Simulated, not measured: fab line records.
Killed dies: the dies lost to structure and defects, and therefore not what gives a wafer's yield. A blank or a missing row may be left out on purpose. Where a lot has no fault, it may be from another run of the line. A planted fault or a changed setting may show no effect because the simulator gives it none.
A lot that was struck, set against a sound lot -- flow gf180mcu -- 32 steps out of a route of 602
Sound: wafers L500.2, L500.4, L500.6. The struck wafers were L506.3, L506.4, L506.5. The cause is given at the end.
Each step with rows lists, per side, the tool, then ch with its chambers, then its first start. Under that, the readings that differ: sound wafers -- struck wafers -- difference of the means -- sigmas: that difference in standard deviations of wafers without a fault.
alike: readings whose means differ by less than 2 such deviations, and words and numbers that are the same on both sides. not compared: withheld readings, readings that some wafer has no value for, bounds like >300 that may hide the same value, and numbers for which the record gives no deviation and whose values overlap.
Wherever a step has rows on one side only, a row that says differs or no value, or a row with sigmas, the two part there. When numbers do not overlap yet have no deviation, they are printed without sigmas and do not part them. A reading missing from all wafers of one side parts the sides only when that side holds two or more wafers.

first, 1 step without rows for these wafers: GF_HV_LDD_CVD_56 (deposits Si3N4 from DCS/NH3, target thk 90 nm, time 1543 s).
GF_HV_LDD_THK_MEAS_57:
  struck on filmMetro-04, day 17 01:55; sound on filmMetro-04, day 15 01:48
  alike: HV_LDD_CVD_56_THK
GF_HV_LDD_ETCHBACK_58: etches Si3N4 in CH3F/O2, stops on SiO2, time 100 s, target depth 90 nm.
  sound on rieDiel-01 ch 0,3, day 15 01:51; struck on rieDiel-03 ch 0,2,3, day 17 01:57
  alike: drypumpMotorCurrentA, oesProductAu, throttleValvePct
  not compared: rfHoursCounterH
then, 7 steps without rows for these wafers: GF_NSD_DEHYDRATE_00 (time 60 s); GF_NSD_HMDS_01 (prime time 60 s); GF_NSD_COAT_02 (resist thk 1000 nm); GF_NSD_SOFTBAKE_03 (time 60 s); GF_NSD_EXPOSE_04 (exposes mask Nplus, target cd 400 nm); GF_NSD_PEB_05; GF_NSD_DEVELOP_06 (develop time 60 s).
GF_NSD_CD_MEAS_07: target cd 400 nm.
  struck on cdSem-01, day 18 02:01; sound on cdSem-01, day 16 01:41
  alike: cdNm
GF_NSD_OVL_MEAS_08:
  struck on overlay-01, day 18 02:06; sound on overlay-01, day 16 01:47
  alike: NSD_OVL
GF_NSD_IMPLANT_09:
  sound on implanter-02 ch 0, day 16 01:50; struck on implanter-02 ch 0, day 18 02:10
reading,sound,struck,difference,sigmas
beamOnS (s),18.5 17.4 18.2,11.0 11.3 11.3,-6.8,-4
doseIonsCm2,4.002e+15 4e+15 4.005e+15,2.485e+15 2.495e+15 2.491e+15,-1.512e+15,-99 or more
following that, these wafers have no rows for 1 step: GF_NSD_IMPLANT_10.
GF_NSD_STRIP_11: strips in O2/N2.
  sound on plasmaAsher-03 ch 0,1, day 16 02:07; struck on plasmaAsher-03 ch 0,1, day 18 02:28
reading,sound,struck,difference,sigmas
oesProductAu (a.u.),0.487 0.488 0.487,0.507 0.504 0.507,+0.019,+4
stripTimeToEndpointS (s),22.97 22.96 22.97,21.14 21.15 21.15,-1.82,-52
  alike: drypumpMotorCurrentA, heaterPowerW, platenTempC
  not compared: rfHoursCounterH
GF_NSD_TW_MEAS_12:
  struck on filmMetro-01, day 18 02:32; sound on filmMetro-04, day 16 02:14
reading,sound,struck,difference,sigmas
NSD_TW,4230 4269 4277,4178 4197 4187,-71,-3
then, 7 steps without rows for these wafers: GF_PSD_DEHYDRATE_00 (time 60 s); GF_PSD_HMDS_01 (prime time 60 s); GF_PSD_COAT_02 (resist thk 1000 nm); GF_PSD_SOFTBAKE_03 (time 60 s); GF_PSD_EXPOSE_04 (exposes mask Pplus, target cd 400 nm); GF_PSD_PEB_05; GF_PSD_DEVELOP_06 (develop time 60 s).
GF_PSD_CD_MEAS_07: target cd 400 nm.
  struck on cdSem-01, day 19 02:20; sound on cdSem-02, day 17 01:26
  alike: cdNm
GF_PSD_OVL_MEAS_08:
  struck on overlay-02, day 19 02:25; sound on overlay-01, day 17 01:32
  alike: PSD_OVL
following that, these wafers have no rows for 1 step: GF_PSD_IMPLANT_09.
GF_PSD_STRIP_10: strips in O2/N2.
  sound on plasmaAsher-02 ch 0, day 17 01:43; struck on plasmaAsher-02 ch 0,1, day 19 02:38
  alike: drypumpMotorCurrentA, heaterPowerW, oesProductAu, platenTempC, stripTimeToEndpointS
  not compared: rfHoursCounterH
GF_PSD_TW_MEAS_11:
  struck on filmMetro-04, day 19 02:43; sound on filmMetro-04, day 17 01:50
  alike: PSD_TW
then, 1 step without rows for these wafers: GF_PSD_CLEAN_12 (cleans in SC1/SC2, time 150 s).
GF_PSD_RTA_13: time 20 s.
  sound on rtpAnneal-01 ch 0, day 17 01:57; struck on rtpAnneal-02 ch 0, day 19 02:50
  alike: lampPowerPct, wafer_temp_C_max
GF_PSD_RS_MEAS_14: measurement is done with a four-point probe.
  struck on filmMetro-04, day 19 03:13; sound on filmMetro-04, day 17 02:02
reading,sound,struck,difference,sigmas
NSD_RS (ohm/sq),46.04 46.03 46.05,49.85 49.76 49.81,+3.77,+51
  not compared: hold
GF_PASSIVATION_PROBE_99:
  the record holds rows for the sound wafers here (prober-02, day 32 04:18) but none for the struck ones

WHERE THEY PART
Last at GF_PASSIVATION_PROBE_99 as far as this record goes, first at GF_NSD_IMPLANT_09.

WHY: whatever the simulator had introduced
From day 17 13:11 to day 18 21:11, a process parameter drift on implanter-02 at GF_NSD_IMPLANT_09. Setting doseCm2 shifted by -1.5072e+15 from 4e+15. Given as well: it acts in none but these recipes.
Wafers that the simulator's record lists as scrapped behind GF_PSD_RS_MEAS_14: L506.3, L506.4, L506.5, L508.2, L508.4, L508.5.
